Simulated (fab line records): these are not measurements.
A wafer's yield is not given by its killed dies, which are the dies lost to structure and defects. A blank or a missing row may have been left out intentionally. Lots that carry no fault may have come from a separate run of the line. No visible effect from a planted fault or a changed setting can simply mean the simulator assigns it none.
Matching of chambers	flow sky130	4 sister chambers for SKY_LI_CONTACT_CMP_02 on cmp-02
The step polishes PSG. 16 wafers are shown with their chamber, then 8 later ones without.

WAFERS WITH THEIR CHAMBER
wafer	chamber	motor-current-A (A)	platen-rpm (rpm)	time-to-endpoint-s (s)
L176.1	2	13.8	60.01	35.0
L176.3	0	11.9	60.07	39.0
L176.4	3	13.6	60.02	33.8
L177.3	0	11.7	60.02	33.5
L177.4	2	13.9	60.06	32.4
L177.6	0	11.9	59.97	34.0
L181.2	3	13.2	59.95	32.8
L181.4	2	14.2	60.01	34.0
L181.5	1	12.9	59.96	32.8
L182.4	3	14.0	59.98	32.7
L182.5	3	13.7	59.94	34.9
L182.6	2	13.1	59.99	32.2
L186.1	1	13.2	60.02	28.2
L186.3	2	13.2	60.01	29.2
L186.4	0	11.9	60.03	27.6
L187.1	1	13.1	60.01	31.5

SIGNATURES (means of the wafers above)
reading	chamber 0	chamber 1	chamber 2	chamber 3	scatter within a chamber
motor-current-A	11.850	13.067	13.640	13.625	0.329
platen-rpm	60.0225	59.9967	60.0160	59.9725	0.0338
time-to-endpoint-s	33.525	30.833	32.560	33.550	2.88
Rule: a wafer lies at a distance from a chamber equal to the root of the sum of squares, over the readings, of (its reading less the chamber's mean, divided by the reading's scatter). The wafer belongs to the nearest chamber; if the next one is less than 2 further off, it can't be placed. The scatter: take each reading less its chamber's mean, square it, sum over the shown wafers, divide by the number of wafers less the number of chambers, and take the root.

WAFERS WHOSE CHAMBER IS MISSING
wafer	motor-current-A (A)	platen-rpm (rpm)	time-to-endpoint-s (s)
L187.2	13.7	59.99	33.5
L187.6	11.7	59.95	34.3
L189.2	11.0	60.01	35.3
L189.5	12.4	59.99	32.7
L189.6	13.6	59.95	32.2
L195.2	13.6	59.97	28.6
L195.4	11.7	60.04	29.8
L195.5	11.4	60.04	35.0

THE CHAMBER EACH PASSED THROUGH
wafer	from the rows above	in truth
L187.2	can't be placed: 3 or 2 or 1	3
L187.6	0	0
L189.2	0	0
L189.5	can't be placed: 0 or 1 or 3 or 2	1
L189.6	can't be placed: 3 or 2 or 1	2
L195.2	can't be placed: 3 or 2 or 1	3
L195.4	0	0
L195.5	0	0
Placed correctly: 4 of 8. Can't be placed from these rows: 4 (the true chamber is among the candidates in 4). Wrongly placed: 0.
